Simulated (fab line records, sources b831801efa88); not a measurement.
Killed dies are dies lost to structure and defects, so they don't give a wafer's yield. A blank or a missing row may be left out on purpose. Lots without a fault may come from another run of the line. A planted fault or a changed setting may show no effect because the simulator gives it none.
fab line records | flow sky130
record lots=5 wafers=15 last_day=50
route steps=708 shown LDD_HVP@281 LDD_LDN@289 PAD_OPEN@708
lots that met no fault: from a run of the same line without faults
start_h: hours from the record's first day to the start of the lot's first wafer shown | wait_h: hours since the lot's step before | " the same as in the row above | L1.1+2: a row that stands for several wafers | - no value, or no start given | * or withheld: withheld | < > ~ a bound
route shown NAME@n: a module of which the file shows steps, and the number in the route of the first | usual: mean/standard deviation of fault-free wafers | same: alike in all rows | chamber/n: place in a boat | sites: the reading at each site | _std_site: their standard deviation | _edge_site: outer sites' mean less inner sites' | radius_mm: how far each site lies from the wafer's centre | mask NAME#n: copy n | behind: the tool/chamber that last shaped the wafer | hold: why the lot was held/for how many hours/how that ended | device: the transistor (n, p or np) that didn't switch | end of line: the same wafers' tests at the end of the route | a step without rows: its recipe alone | killed: dies lost to structure and defects at the first sort, not the wafer's yield | map: a wafer's dies, x killed, . not, _ none there
set.NAME: the setting as run; set.NAME@STEP: as run at that earlier step | model.NAME: the simulator's own value behind a step, which no gauge read
lots at some steps of the route; a table a step, a row a wafer
services: from which hour (start_h, from the record's first day; less than 0 if before it) a tool's chamber was out of use, for how many hours, and why
## steps
# step SKY_LDD_HVP_SOFTBAKE_03
# recipe temp_c=90 time_s=60 resist=NOVOLAK
# step SKY_LDD_HVP_EXPOSE_04
# recipe mask_id=HVPTM na=0.6 source_shape=conventional sigma_outer=0.6 polarization=unpolarized target_cd_nm=700 dose_mj=86
# step SKY_LDD_HVP_PEB_05
# recipe temp_c=withheld time_s=* resist=NOVOLAK
# step SKY_LDD_HVP_DEVELOP_06
# recipe resist=NOVOLAK developer=TMAH develop_time_s=60 dev_temp_c=23
# step SKY_LDD_HVP_OVL_MEAS_07
# usual LDD_HVP_OVL=0.9/1.7
# columns lot.wafer tool chamber start_h wait_h LDD_HVP_OVL[nm]
L804.1 overlay-01 - 548.41 0.1 0.1
L804.4 " - " " -1.9
L804.5 " - " " -1.0
L807.2 overlay-02 - 560.59 0.1 3.3
L807.5 " - " " 3.7
L807.6 " - " " 2.3
L808.2 overlay-02 - 575.72 0.1 0.0
L808.5 " - " " 0.0
L808.6 " - " " -1.6
L813.1 overlay-01 - 615.11 0.1 1.1
L813.2 " - " " 2.2
L813.4 " - " " 2.0
L820.1 overlay-01 - 674.26 0.1 2.1
L820.3 " - " " 0.4
L820.4 " - " " 1.6
# step SKY_LDD_HVP_IMPLANT_08
# recipe species=B energy_kev=20 dose_cm2=1.7e+13 tilt_deg=17.9
# step SKY_LDD_HVP_STRIP_09
# recipe chemistry=O2/N2 power_w=1400 pressure_mtorr=1500 platen_temp_c=withheld o2_flow_sccm=3000 n2_flow_sccm=300 overash_fraction=0.5
# usual drypump_motor_current_A=5.7/0.5 o2_flow_sccm=3001/9 oes_product_au=0.409/0.0046 strip_time_to_endpoint_s=4.130/0.016
# columns lot.wafer tool chamber start_h wait_h drypump_motor_current_A o2_flow_sccm oes_product_au rf_hours_counter_h strip_time_to_endpoint_s
L804.1 plasma_asher-03 0 548.60 0.1 5.9 3010 0.408 48 4.128
L804.4 " 1 " " 6.7 2993 0.407 - 4.144
L804.5 " 1 " " 6.7 2991 0.412 - 4.137
L807.2 plasma_asher-03 0 560.77 0.1 5.9 3004 0.408 49 4.129
L807.5 " 1 " " 6.7 3016 0.403 - 4.134
L807.6 " 0 " " 5.9 3006 0.408 - 4.156
L808.2 plasma_asher-01 1 575.90 0.1 5.3 2987 0.405 12 4.143
L808.5 " 1 " " 5.3 3014 0.407 - 4.121
L808.6 " 0 " " 5.2 3002 0.400 - 4.131
L813.1 plasma_asher-03 1 615.30 0.1 6.7 3003 0.410 55 4.106
L813.2 " 0 " " 5.9 3004 0.408 55 4.144
L813.4 " 1 " " 6.7 3006 0.418 - 4.144
L820.1 plasma_asher-03 1 674.45 0.1 6.7 3004 0.402 59 4.127
L820.3 " 1 " " 6.7 2996 0.413 - 4.109
L820.4 " 0 " " 5.9 3015 0.406 - 4.125
# step SKY_LDD_HVP_TW_MEAS_10
# usual LDD_HVP_TW=456/4.2
# columns lot.wafer tool chamber start_h wait_h LDD_HVP_TW
L804.1 film_metro-02 - 548.70 0.1 452
L804.4 " - " " 450
L804.5 " - " " 450
L807.2 film_metro-01 - 560.88 0.1 459
L807.5 " - " " 456
L807.6 " - " " 455
L808.2 film_metro-04 - 576.01 0.1 461
L808.5 " - " " 461
L808.6 " - " " 460
L813.1 film_metro-04 - 615.40 0.1 462
L813.2 " - " " 463
L813.4 " - " " 462
L820.1 film_metro-02 - 674.55 0.1 454
L820.3 " - " " 451
L820.4 " - " " 451
# step SKY_LDD_LDN_DEHYDRATE_00
# recipe temp_c=200 time_s=60
# step SKY_LDD_LDN_HMDS_01
# recipe prime_time_s=60 prime_temp_c=120
# step SKY_LDD_LDN_COAT_02
# recipe resist=NOVOLAK spin_rpm=3000 resist_thk_nm=1140
# step SKY_LDD_LDN_SOFTBAKE_03
# recipe temp_c=90 time_s=60 resist=NOVOLAK
# step SKY_LDD_LDN_EXPOSE_04
# recipe mask_id=LDNTM na=0.6 source_shape=conventional sigma_outer=0.6 polarization=unpolarized target_cd_nm=700 dose_mj=140
# usual reticle_temp_C=23.02/0.11
# columns lot.wafer tool chamber start_h wait_h mask reticle_temp_C
L804.1 iline_stepper-01 0 563.88 - LDNTM#0 23.15
L804.4 " 0 " " LDNTM#0 23.13
L804.5 " 0 " " LDNTM#0 23.28
L807.2 iline_stepper-01 0 575.12 - LDNTM#0 23.11
L807.5 " 0 " " LDNTM#0 23.01
L807.6 " 0 " " LDNTM#0 22.95
L808.2 iline_stepper-01 0 591.13 - PSDM#0 23.04
L808.5 " 0 " " PSDM#0 22.88
L808.6 " 0 " " PSDM#0 23.06
L813.1 iline_stepper-02 0 630.23 - LDNTM#0 22.93
L813.2 " 0 " " LDNTM#0 22.99
L813.4 " 0 " " LDNTM#0 22.96
L820.1 iline_stepper-02 0 687.96 - LDNTM#0 22.93
L820.3 " 0 " " LDNTM#0 22.94
L820.4 " 0 " " LDNTM#0 22.95
# step SKY_LDD_LDN_PEB_05
# recipe temp_c=withheld time_s=* resist=NOVOLAK
# step SKY_LDD_LDN_DEVELOP_06
# recipe resist=NOVOLAK developer=TMAH develop_time_s=60 dev_temp_c=23
# step SKY_LDD_LDN_OVL_MEAS_07
# usual LDD_LDN_OVL=-0.3/1.3
# columns lot.wafer tool chamber start_h wait_h LDD_LDN_OVL[nm]
L804.1 overlay-01 - 577.81 0.1 1.3
L804.4 " - " " 0.0
L804.5 " - " " 0.7
L807.2 overlay-02 - 590.06 0.1 -1.0
L807.5 " - " " 1.0
L807.6 " - " " -2.1
L808.2 overlay-02 - 605.12 0.1 -
L808.5 " - " " -
L808.6 " - " " -
L813.1 overlay-01 - 643.73 0.1 -0.8
L813.2 " - " " -1.0
L813.4 " - " " 0.3
L820.1 overlay-02 - 702.28 0.1 1.8
L820.3 " - " " 1.3
L820.4 " - " " 1.5
# step SKY_LDD_LDN_IMPLANT_08
# recipe species=As energy_kev=15 dose_cm2=1.25e+13 tilt_deg=withheld rotation_deg=23
# step SKY_LDD_LDN_IMPLANT_09
# recipe species=As energy_kev=15 dose_cm2=1.25e+13 tilt_deg=withheld rotation_deg=113
# step SKY_LDD_LDN_IMPLANT_10
# recipe species=As energy_kev=15 dose_cm2=1.25e+13 tilt_deg=withheld rotation_deg=203
# step SKY_LDD_LDN_IMPLANT_11
# recipe species=As energy_kev=15 dose_cm2=1.25e+13 tilt_deg=withheld rotation_deg=293
# step SKY_LDD_LDN_STRIP_12
# recipe chemistry=O2/N2 power_w=1400 pressure_mtorr=1500 platen_temp_c=withheld o2_flow_sccm=3000 n2_flow_sccm=300 overash_fraction=0.5
# usual drypump_motor_current_A=5.5/0.43 o2_flow_sccm=2999/10 oes_product_au=0.715/0.0047 strip_time_to_endpoint_s=14.17/0.044
# columns lot.wafer tool chamber start_h wait_h drypump_motor_current_A o2_flow_sccm oes_product_au rf_hours_counter_h strip_time_to_endpoint_s
L804.1 plasma_asher-02 0 578.44 0.1 5.7 2997 0.715 86 14.20
L804.4 " 1 " " 5.4 2995 0.716 - 14.20
L804.5 " 0 " " 5.7 3005 0.720 - 14.19
L807.2 plasma_asher-04 1 590.69 0.1 5.2 3012 0.717 69 14.20
L807.5 " 0 " " 5.2 3008 0.716 - 14.18
L807.6 " 1 " " 5.2 2999 0.708 - 14.11
L808.2 plasma_asher-04 0 605.75 0.1 5.2 3000 0.703 71 14.25
L808.5 " 1 " " 5.2 3018 0.713 - 14.24
L808.6 " 0 " " 5.2 2999 0.715 - 14.24
L813.1 plasma_asher-04 0 644.36 0.1 5.2 3011 0.717 74 14.13
L813.2 " 1 " " 5.1 3025 0.717 74 14.17
L813.4 " 0 " " 5.2 3012 0.715 - 14.21
L820.1 plasma_asher-04 0 702.92 0.1 5.2 2979 0.709 81 14.20
L820.3 " 1 " " 5.2 2985 0.724 - 14.20
L820.4 " 0 " " 5.3 3016 0.719 - 14.21
# step SKY_LDD_LDN_TW_MEAS_13
# usual LDD_LDN_TW=1488/8.6
# columns lot.wafer tool chamber start_h wait_h LDD_LDN_TW
L804.1 film_metro-03 - 578.54 0.1 1488
L804.4 " - " " 1483
L804.5 " - " " 1483
L807.2 film_metro-04 - 590.80 0.1 1488
L807.5 " - " " 1495
L807.6 " - " " 1487
L808.2 film_metro-04 - 605.86 0.1 31
L808.5 " - " " 30
L808.6 " - " " 30
L813.1 film_metro-03 - 644.46 0.1 1475
L813.2 " - " " 1492
L813.4 " - " " 1486
L820.1 film_metro-04 - 703.02 0.1 1494
L820.3 " - " " 1495
L820.4 " - " " 1489
# step SKY_LDD_LDN_CLEAN_14
# recipe chemistry=SC1/SC2 mix=1:4:20 temp_c=70 time_s=150 dry=n2_spin
# step SKY_PAD_OPEN_PROBE_99
# columns lot.wafer tool chamber start_h wait_h model.etest.pfet_01v8.r_on_ohm_um model.etest.pfet_g5v0d10v5.r_on_ohm_um model.etest.pfet_01v8.drive_ua_um model.etest.pfet_01v8_hvt.drive_ua_um model.etest.sram_pfet_latch.drive_ua_um model.etest.pfet_01v8_mvt.drive_ua_um model.etest.pfet_01v8_lvt.drive_ua_um model.etest.res_pdiff.line_ohm_um
L804.1 prober-02 - 1114.66 0.1 2905 4794 191.7 142.2 150.3 151.6 171.3 1348
L804.4 prober-02 - 1114.81 0.2 2834 4741 197.9 146.3 151.4 153.8 172.4 1330
L804.5 prober-02 - 1114.86 0.2 2939 4794 190.2 141 140.9 150.8 171 1328
L807.2 prober-01 - 1122.69 0.1 2825 4759 199.4 149.6 141 156.8 174.8 1371
L807.5 prober-01 - 1122.84 0.2 2850 4812 196.5 146.6 143.2 154.1 173.4 1380
L807.6 prober-01 - 1122.89 0.2 2943 4764 191.8 142.1 137 152.1 170.4 1385
L808.2 prober-02 - 1133.30 0.1 8613 4954 61.03 40.68 41.46 71.54 106.3 1404
L808.5 prober-02 - 1133.45 0.2 8037 4872 65.78 44.03 45.8 75.02 111.2 1396
L808.6 prober-02 - 1133.50 0.2 8728 4924 60.59 39.74 40.23 70.73 107.1 1412
L813.1 prober-01 - 1160.23 0.1 2890 4779 193.3 143 142.3 152.7 176.9 1391
L813.2 prober-01 - 1160.28 0.1 2946 4783 190.1 140.4 137.1 150.5 172.2 1353
L813.4 prober-01 - 1160.38 0.2 2993 4833 187 138 140 149.6 173.1 1388
L820.1 prober-02 - 1195.59 0.1 2969 4800 185 138 133.8 146.8 171.8 1363
L820.3 prober-02 - 1195.69 0.2 2938 4820 188.1 140.1 138.2 148.1 170.5 1372
L820.4 prober-02 - 1195.74 0.2 3015 4796 183.3 137.1 141.3 145.9 172.1 1347
# killed by level:class
L804.1 CONTACT:geometric_particle:open=17 VIA3:geometric_particle:open=10 METAL1:geometric_particle:short=9 VIA1:geometric_particle:short=6 VIA1:geometric_particle:open=6 VIA2:geometric_particle:open=5 LI_CONTACT:geometric_particle:open=5 METAL2:geometric_particle:short=5
L804.4 VIA1:geometric_particle:open=19 LI_CONTACT:geometric_particle:open=10 VIA2:geometric_particle:open=7 METAL2:geometric_particle:short=7 CONTACT:geometric_particle:short=6 METAL1:geometric_particle:short=5 LOCAL_INTERCONNECT:geometric_particle:short=4 CONTACT:geometric_particle:open=4
L804.5 LI_CONTACT:geometric_particle:open=12 CONTACT:geometric_particle:open=11 VIA3:geometric_particle:open=9 VIA1:geometric_particle:open=6 FIELD_ISO:geometric_particle:open=5 LOCAL_INTERCONNECT:geometric_particle:short=4 METAL2:geometric_particle:short=4 METAL3:geometric_particle:short=4
L807.2 VIA1:geometric_particle:open=9 FIELD_ISO:geometric_particle:short=6 CONTACT:geometric_particle:short=6 CONTACT:geometric_particle:open=6 POLY_GATE:geometric_particle:short=4 LI_CONTACT:geometric_particle:open=4 METAL2:geometric_particle:short=4 VIA2:geometric_particle:open=3
L807.5 VIA3:geometric_particle:open=12 LI_CONTACT:geometric_particle:open=9 VIA1:geometric_particle:open=9 METAL2:geometric_particle:short=8 VIA2:geometric_particle:open=7 METAL1:geometric_particle:short=7 VIA1:geometric_particle:short=6 CONTACT:geometric_particle:short=5
L807.6 VIA1:geometric_particle:open=17 VIA3:geometric_particle:open=10 METAL1:geometric_particle:short=6 POLY_GATE:geometric_particle:short=6 FIELD_ISO:geometric_particle:short=5 LI_CONTACT:geometric_particle:open=5 VIA1:geometric_particle:short=4 LOCAL_INTERCONNECT:geometric_particle:short=4
L813.1 LI_CONTACT:geometric_particle:open=7 CONTACT:geometric_particle:open=7 VIA2:geometric_particle:open=7 VIA1:geometric_particle:short=7 VIA3:geometric_particle:open=7 FIELD_ISO:geometric_particle:short=6 CONTACT:geometric_particle:short=6 VIA1:geometric_particle:open=6
L813.2 VIA1:geometric_particle:open=13 VIA2:geometric_particle:open=11 CONTACT:geometric_particle:open=9 VIA3:geometric_particle:open=8 LI_CONTACT:geometric_particle:open=7 VIA1:geometric_particle:short=7 LOCAL_INTERCONNECT:geometric_particle:short=6 METAL2:geometric_particle:short=5
L813.4 VIA1:geometric_particle:open=12 VIA2:geometric_particle:open=10 LI_CONTACT:geometric_particle:open=8 VIA3:geometric_particle:open=8 CONTACT:geometric_particle:open=6 LOCAL_INTERCONNECT:geometric_particle:short=5 METAL2:geometric_particle:short=5 CONTACT:geometric_particle:short=5
L820.1 VIA1:geometric_particle:open=11 CONTACT:geometric_particle:open=10 POLY_GATE:geometric_particle:open=7 LI_CONTACT:geometric_particle:open=6 LOCAL_INTERCONNECT:geometric_particle:short=6 CONTACT:geometric_particle:short=6 VIA3:geometric_particle:open=6 FIELD_ISO:geometric_particle:short=5
L820.3 CONTACT:geometric_particle:open=12 VIA1:geometric_particle:open=11 VIA3:geometric_particle:open=9 METAL3:geometric_particle:short=7 VIA2:geometric_particle:open=6 FIELD_ISO:geometric_particle:open=5 VIA1:geometric_particle:short=5 LI_CONTACT:geometric_particle:open=4
L820.4 VIA3:geometric_particle:open=10 METAL1:geometric_particle:short=7 VIA1:geometric_particle:open=7 METAL2:geometric_particle:short=6 VIA2:geometric_particle:open=6 VIA1:geometric_particle:short=5 CONTACT:geometric_particle:open=5 METAL4:geometric_particle:short=5
## services
# columns tool chamber start_h hours kind
iline_stepper-01 - 543.46 1.9 repair
plasma_asher-01 - 549.55 1.8 repair
iline_stepper-02 - 549.58 1.7 pm
iline_stepper-02 - 626.28 3.6 repair
plasma_asher-04 - 640.21 1.2 repair
plasma_asher-04 - 641.40 2.8 pm
iline_stepper-01 - 679.31 1.7 pm
iline_stepper-01 - 685.15 2.1 pm
iline_stepper-01 - 687.23 - consumable_replace:lamp
## key
first_sign step=SKY_LDD_LDN_EXPOSE_04 reading=mask direction=changed
effect step=SKY_LDD_LDN_OVL_MEAS_07 reading=LDD_LDN_OVL direction=missing
effect step=SKY_LDD_LDN_TW_MEAS_13 reading=LDD_LDN_TW direction=down sigmas=99+ usual=1488 struck=30
model_effect step=SKY_PAD_OPEN_PROBE_99 value=etest.pfet_01v8.r_on_ohm_um without=2938 struck=8459
met_at SKY_LDD_LDN_EXPOSE_04
struck_wafers L808.2,L808.5,L808.6
sort_left_out L808.2,L808.5,L808.6
tester_left_out L808
onset_between 575.12 591.13
fault kind=wrong_mask tool=any chamber=- onset_h=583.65 steps=SKY_LDD_LDN_EXPOSE_04 aux_copy=PSDM#0 scope=struck_lots_only
# tester_left_out: of these lots the tester's yield and bins aren't shown, on N5 and GAA mostly nor the transistor test; their killed dies are dies lost to structure and defects alone, not to doping, threshold or leakage, so they don't give the yield
# sort_left_out: the simulated sort isn't trusted on such a fault, so these wafers' sort isn't shown, and their yield isn't known
